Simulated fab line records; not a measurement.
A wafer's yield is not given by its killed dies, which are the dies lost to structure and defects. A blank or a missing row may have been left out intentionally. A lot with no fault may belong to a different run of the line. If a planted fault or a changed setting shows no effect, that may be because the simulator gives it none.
Problem report, 8D (eight disciplines) form, completed by code | flow sky130 | the parts of the form that need people (team, actions taken, sign-off) are left out

## 1. THE PROBLEM
Mean of strip time to endpoint s at SKY_CONTACT_STRIP_19: 3.468 s across 3 wafers in 2 lots; on wafers with no fault it is 3.614 s (standard deviation 0.026). Relative to the usual mean, that is a shift of -5.6 standard deviations.
The step: strips in O2/N2.
The first sign was on wafer L711.1 at day 35 13:50, on plasma asher-03. The record holds 34 wafers of 12 lots with a number at this step. Rule for "out", or "out of limits": more than 4 standard deviations from the usual mean. The other wafers with a number count as sound.

## 2. WHAT IT IS, AND WHAT IT ISN'T
question                    | is                               | is not
which readings at this step | strip time to endpoint s         | chamber pressure mTorr, drypump motor current A, oes product au
which lots                  | L711, L712                       | L698, L699, L700, L701, L702, L703, L716, L718, L719, L721
which wafers of those lots  | L711.1, L712.1, L712.4           | L711.3
read on which tools         | plasma asher-01, plasma asher-03 | plasma asher-02
when                        | from day 35 13:50                | up to then (19 sound wafers); but 12 sound wafers of L716, L718, L719, L721 came after

## 3. THE SUSPECTS, EACH WITH WHAT RULES IT OUT
Counting: any tool at a process step up to the reading remains a suspect provided it ran every lot that is out. Sound lots after the first of them don't rule it out here, since some wafers of a struck lot are sound.
- rie diel-04 at SKY_CONTACT_ETCH_16 (etches BARC in N2/H2, stops on SiO2, time 45.9 s, target depth 60 nm): kept. Every lot that is out went through it, the first being L711 (day 35 13:41); the last sound lot it ran before that was L703 (day 33 14:49).
- Within rie diel-04 at SKY_CONTACT_ETCH_16: the wafers that are out ran in chambers 0, 2; their sound lot-mates ran in chamber 1.
Left after counting: rie diel-04 at SKY_CONTACT_ETCH_16.

## 4. THE CAUSE (what the simulator had put in)
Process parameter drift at SKY_CONTACT_ETCH_16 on rie diel-04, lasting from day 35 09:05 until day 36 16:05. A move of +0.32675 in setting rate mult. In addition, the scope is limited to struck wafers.
After counting, this tool was the only one left.

## 5. THE CHAIN OF EFFECTS, in route order
Rows list readings where the struck wafers' mean (over those with a number) sits beyond 3 standard deviations from the usual. Only readings for which the record gives a usual standard deviation are gone through. hours: the time from each lot's start at the first step in this table that gives one to its start at this step, as a median over the lots. sigmas: the change in usual standard deviations.
hours | step                 | reading                  | usual   | on struck wafers | change | sigmas
0     | SKY_CONTACT_STRIP_19 | strip time to endpoint s | 3.614 s | 3.468            | -0.146 | -5.6
The process steps in it:
- SKY_CONTACT_STRIP_19: strips in O2/N2.

## 6. WHAT WOULD HAVE CAUGHT IT SOONER
In this record no reading fell out of limits until day 35 13:50, 5 hours after the fault had begun at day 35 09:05.
No tool reading at SKY_CONTACT_ETCH_16 that has a usual standard deviation in the record was out on any struck wafer, so an alarm limit of 4 standard deviations on those readings would not have fired.
Among the 2 lots that are out, L712 began SKY_CONTACT_ETCH_16 on rie diel-04 after day 35 13:50. Had the tool been put on hold then, it would have been spared.
